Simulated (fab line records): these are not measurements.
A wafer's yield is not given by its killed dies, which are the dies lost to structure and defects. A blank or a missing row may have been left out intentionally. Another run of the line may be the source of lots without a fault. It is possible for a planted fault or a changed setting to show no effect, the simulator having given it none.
8D (eight disciplines) problem report, filled in by code	flow gf180mcu	the parts of the form that need people (team, actions taken, sign-off) are left out

== 1. THE ISSUE ==
Wafers without a fault read 140.0 W, standard deviation 0.37; bias w at GF_M3_METAL_ETCH_16 reads a mean of 110.6 W on 6 wafers belonging to 2 lots. Relative to the usual mean, that is a shift of -80 standard deviations.
The step: etches the open film in Cl2/BCl3, stops on SiO2, target depth 627.5 nm, time 104.6 s.
The first sign was on wafer L900.3 at day 27 07:11, on rie metal-04. At this step, 18 wafers from 6 lots have a number in the record. By rule, "out" or "out of limits" means more than 4 standard deviations away from the usual mean. The rest of the wafers with a number are treated as sound.

== 2. WHAT IT IS AND WHAT IT IS NOT ==
question	is	is not
which readings at this step	bias w	drypump motor current A, mfc cl2 sccm, oes product au, throttle valve pct
which lots	L900, L904	L892, L894, L897, L905
which wafers of those lots	all that have a number	-
read on which tools	rie metal-04	rie metal-02, rie metal-03
when	from day 27 07:11	up to then (9 sound wafers); but 3 sound wafers of L905 came after

== 3. THE SUSPECTS, EACH WITH WHAT RULES IT OUT ==
Counting: any tool at a process step up to the reading is kept as a suspect provided that every lot that is out went through it and no sound lot did after the first of them.
- rie metal-04 at GF_M3_METAL_ETCH_16 (etches the open film in Cl2/BCl3, stops on SiO2, target depth 627.5 nm, time 104.6 s): kept. It ran every lot that is out, first L900 (day 27 07:11), and no sound lot after that; its last sound lot up to then is L894 (day 25 14:34). Out on those wafers are its own readings of bias w.
The count leaves rie metal-04 at GF_M3_METAL_ETCH_16.

== 4. THE CAUSE (what the simulator had put in) ==
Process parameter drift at GF_M3_METAL_ETCH_16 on rie metal-04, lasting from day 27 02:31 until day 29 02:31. The setting bias w was moved by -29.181, starting from 140. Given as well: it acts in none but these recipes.
This tool alone remained once counting was done.

== 5. THE EFFECT CHAIN, in route order ==
Each row: a reading where the mean over the struck wafers with a number is more than 3 standard deviations away from the usual. Only readings for which the record gives a usual standard deviation are gone through. hours: the time from each lot's start at the first step in this table that gives one to its start at this step, as a median over the lots. sigmas: the change in usual standard deviations.
hours	step	reading	usual	on struck wafers	change	sigmas
0	GF_M3_METAL_ETCH_16	bias w	140.0 W	110.6	-29.4	-80
The process steps in it:
- GF_M3_METAL_ETCH_16: etches the open film in Cl2/BCl3, stops on SiO2, target depth 627.5 nm, time 104.6 s.

== 6. HOW IT WOULD HAVE BEEN CAUGHT EARLIER ==
In this record no reading fell out of limits until day 27 07:11, 5 hours after the fault had begun at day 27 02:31.
